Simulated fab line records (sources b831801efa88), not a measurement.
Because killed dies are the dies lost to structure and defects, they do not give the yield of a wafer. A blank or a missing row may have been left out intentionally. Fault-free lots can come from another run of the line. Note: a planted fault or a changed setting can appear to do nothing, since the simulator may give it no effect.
A single fault, viewed from 2 desks / flow gf180mcu / each desk has only its own numbers; what lay behind them comes last

THE TOOL OWNER'S DESK: implanter-03
The tool's own readings at GF_VT_IMPLANT_IMPLANT_19: means of the sampled wafers that have a number, for each lot that ran on this tool. Marked OUT: a lot whose mean sits more than 4 standard deviations from the usual mean, which makes it out of limits; the brackets give that distance.
Columns: A = dose_ions_cm2 at GF_VT_IMPLANT_IMPLANT_19, usual 4.35e+12; B = faraday_current_uA at GF_VT_IMPLANT_IMPLANT_19, usual 24.6
lot=L133; first seen here=day 8 10:55; A=4.35e+12; B=25.1
lot=L137; first seen here=day 9 09:26; A=4.35e+12; B=24.6
lot=L142; first seen here=day 10 22:46; A=3.11e+12 (-99 or more) OUT; B=17.4 (-14) OUT
lot=L144; first seen here=day 11 04:47; A=3.11e+12 (-99 or more) OUT; B=17.5 (-14) OUT
This desk's verdict: out of limits on L142, L144, starting with L142 at day 10 22:46 (dose_ions_cm2 at GF_VT_IMPLANT_IMPLANT_19). Within limits: L133, L137.

AT THE METROLOGY DESK
What the gauges read for every lot (on any tool): the sampled wafers with a number, averaged. Marked OUT: a lot whose mean sits more than 4 standard deviations from the usual mean, which makes it out of limits; the brackets give that distance.
Columns: A = VT_IMPLANT_2_TW at GF_VT_IMPLANT_TW_MEAS_21, usual 1225; B = POLY_GATE_CVD_00_THK at GF_POLY_GATE_THK_MEAS_01, usual 199.6 nm; C = cd_nm at GF_PSD_CD_MEAS_07, usual 399.0 nm
lot=L125; first seen here=day 6 06:11; A=1246; B=200.8; C=399.6
lot=L128; first seen here=day 6 22:37; A=1239; B=195.5; C=400.0
lot=L129; first seen here=day 7 09:14; A=1207; B=201.5; C=400.5
lot=L132; first seen here=day 8 01:16; A=1208; B=200.9; C=398.4
lot=L133; first seen here=day 8 11:08; A=1210; B=198.7; C=397.8
lot=L134; first seen here=day 8 16:55; A=1208; B=196.1; C=400.4
lot=L135; first seen here=day 8 21:56; A=1210; B=199.6; C=397.2
lot=L137; first seen here=day 9 09:38; A=1226; B=200.9; C=395.3
lot=L142; first seen here=day 10 23:01; A=1118 (-6.7) OUT; B=202.1; C=400.9
lot=L144; first seen here=day 11 05:01; A=1113 (-7.0) OUT; B=200.0; C=398.5
lot=L145; first seen here=day 11 13:40; A=1243; B=198.5; C=400.2
lot=L148; first seen here=day 12 07:07; A=1206; B=199.9; C=399.4
lot=L147; first seen here=day 12 07:43; A=1203; B=203.4; C=397.6
Finding of this desk: L142, L144 out of limits, first seen on L142 at day 10 23:01 (VT_IMPLANT_2_TW at GF_VT_IMPLANT_TW_MEAS_21). Within limits: L125, L128, L129, L132, L133, L134, L135, L137, L145, L148, L147.

PUT TOGETHER
The tool owner's desk could have raised an alarm at day 10 22:46, on L142, L144.
The metrology desk could have raised an alarm at day 10 23:01, on L142, L144.
Every lot named ran GF_VT_IMPLANT_IMPLANT_19 on implanter-03.

WHAT THE SIMULATOR PUT IN
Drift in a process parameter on implanter-03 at GF_VT_IMPLANT_IMPLANT_19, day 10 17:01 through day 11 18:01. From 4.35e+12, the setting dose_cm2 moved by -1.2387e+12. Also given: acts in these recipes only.
Lots struck among those shown: L142, L144.
Fault start to first reading out of limits, in hours, per desk: tool owner, 6; metrology, 6.
